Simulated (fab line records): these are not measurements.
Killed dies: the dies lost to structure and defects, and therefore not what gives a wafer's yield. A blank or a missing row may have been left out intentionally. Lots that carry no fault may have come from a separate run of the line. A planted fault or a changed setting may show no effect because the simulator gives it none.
Chamber matching	flow gf180mcu	GF_MIM_CVD_05 on pecvd-02: 3 sister chambers
The step deposits Si3N4, target thk 42 nm, time 29.086 s. 24 wafers are shown with their chamber, then 12 later ones without.

WAFERS WITH THEIR CHAMBER
wafer	chamber	heaterPowerW (W)	rfFwdPowerW (W)
L077.4	1	692	444.6
L077.5	0	699	442.0
L077.6	2	484	442.2
L078.1	2	590	444.3
L078.2	0	610	440.8
L078.5	0	638	441.3
L080.2	2	607	443.6
L080.4	2	600	442.4
L080.5	0	630	442.0
L081.1	0	635	445.6
L081.2	2	588	444.9
L081.6	2	578	443.2
L084.2	1	713	445.9
L084.4	2	513	443.8
L084.6	1	711	445.2
L086.1	0	715	443.2
L086.4	2	523	445.8
L086.5	0	711	444.2
L088.2	1	675	446.5
L088.4	2	595	441.8
L088.5	1	700	444.5
L089.1	0	730	441.9
L089.2	1	640	445.7
L089.5	2	549	443.5

SIGNATURES, as means of the wafers listed above
reading	chamber 0	chamber 1	chamber 2	scatter within a chamber
heaterPowerW	671.00	688.50	562.70	41.3
rfFwdPowerW	442.625	445.400	443.550	1.29
Rule: a wafer lies at a distance from a chamber equal to the root of the sum of squares, over the readings, of (its reading less the chamber's mean, divided by the reading's scatter). The wafer belongs to the nearest chamber; if the next one is less than 2 further off, it can't be placed. The scatter: the root of (the sum of the squares of (reading less its chamber's mean) over the shown wafers, divided by (wafers less chambers)).

WAFERS MISSING THEIR CHAMBER
wafer	heaterPowerW (W)	rfFwdPowerW (W)
L090.3	688	446.9
L090.5	527	445.2
L090.6	721	440.7
L091.1	713	442.0
L091.2	536	443.9
L091.3	727	446.5
L092.1	578	447.3
L092.3	586	447.2
L092.5	630	445.6
L096.1	581	445.1
L096.3	639	442.5
L096.5	627	445.1

WHICH CHAMBER EACH WENT THROUGH
wafer	from the rows above	in truth
L090.3	1	1
L090.5	2	2
L090.6	can't be placed: 0 or 1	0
L091.1	can't be placed: 0 or 1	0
L091.2	2	2
L091.3	1	1
L092.1	can't be placed: 2 or 1 or 0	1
L092.3	can't be placed: 1 or 2 or 0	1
L092.5	can't be placed: 1 or 2 or 0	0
L096.1	can't be placed: 2 or 1 or 0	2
L096.3	can't be placed: 0 or 2 or 1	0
L096.5	can't be placed: 1 or 2 or 0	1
Correctly placed: 4 of 12. From these rows, 8 cannot be placed; in 8 the true chamber is one of the candidates. Wrongly placed: 0.
